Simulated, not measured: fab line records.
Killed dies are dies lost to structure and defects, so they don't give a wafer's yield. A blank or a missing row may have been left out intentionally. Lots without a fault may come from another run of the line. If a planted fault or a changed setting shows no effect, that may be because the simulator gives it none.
A struck lot beside a sound one ; flow gf180mcu ; 14 out of 602 route steps
Sound: these wafers, L959.3, L959.4, L959.5. The struck wafers were L953.3, L953.4, L953.5. The cause is named last.
At each step with rows: each side's tool, then ch and its chambers, then its first start. Under that, the readings that differ: sound wafers ; struck wafers ; difference of the means ; sigmas: that difference in standard deviations of wafers without a fault.
alike: a reading whose means differ by less than 2 such deviations, as well as words and numbers matching on both sides. not compared: withheld readings; readings where some wafer has no value; bounds like >300 that might hide an equal value; numbers whose values overlap and for which the record gives no deviation.
Wherever a step has rows on one side only, a row that says differs or no value, or a row with sigmas, the two part there. When numbers do not overlap yet have no deviation, they are printed without sigmas and do not part them. A reading missing from all wafers of one side parts the sides only when that side holds two or more wafers.

first, 3 steps without rows for these wafers: GF_LVPWELL_EXPOSE_04 (exposes mask LVPWELL, target cd 600 nm); GF_LVPWELL_PEB_05; GF_LVPWELL_DEVELOP_06 (develop time 60 s).
GF_LVPWELL_OVL_MEAS_07:
  sound on overlay-01 at day 7 08:35; struck on overlay-01 at day 6 00:59
  alike: LVPWELL_OVL
then, 2 steps without rows for these wafers: GF_LVPWELL_IMPLANT_08; GF_LVPWELL_IMPLANT_09.
GF_LVPWELL_STRIP_10: strips in O2/N2.
  sound on plasmaAsher-02 ch 0,1, day 7 08:57; struck on plasmaAsher-03 ch 0,1, day 6 01:21
reading;sound;struck;difference;sigmas
oesProductAu (a.u.);0.722 0.715 0.720;0.728 0.730 0.727;+0.009;+2
  alike: drypumpMotorCurrentA, heaterPowerW, platenTempC, stripTimeToEndpointS
  not compared: rfHoursCounterH
GF_LVPWELL_TW_MEAS_11:
  sound on filmMetro-04 at day 7 09:02; struck on filmMetro-03 at day 6 01:26
  alike: LVPWELL_TW
then, 4 steps without rows for these wafers: GF_MVSD_DEHYDRATE_00 (time 60 s); GF_MVSD_HMDS_01 (prime time 60 s); GF_MVSD_COAT_02 (resist thk 3000 nm); GF_MVSD_SOFTBAKE_03.
GF_MVSD_EXPOSE_04: exposes mask MVSD, target cd 1000 nm.
  sound on ilineStepper-02 ch 0, day 7 16:53; struck on ilineStepper-02, day 6 09:11
  no value came back on the struck wafers for exposureDoseMJCm2, focusOffsetNm (nm), na; on the sound wafers exposureDoseMJCm2 reads 260.03 259.90 259.94
  alike: mask
next, for these wafers, 1 step has no rows: GF_MVSD_PEB_05.

## WHERE THEY PART
Last at GF_MVSD_EXPOSE_04 as far as this record goes, first at GF_LVPWELL_STRIP_10.

WHY: whatever the simulator had introduced
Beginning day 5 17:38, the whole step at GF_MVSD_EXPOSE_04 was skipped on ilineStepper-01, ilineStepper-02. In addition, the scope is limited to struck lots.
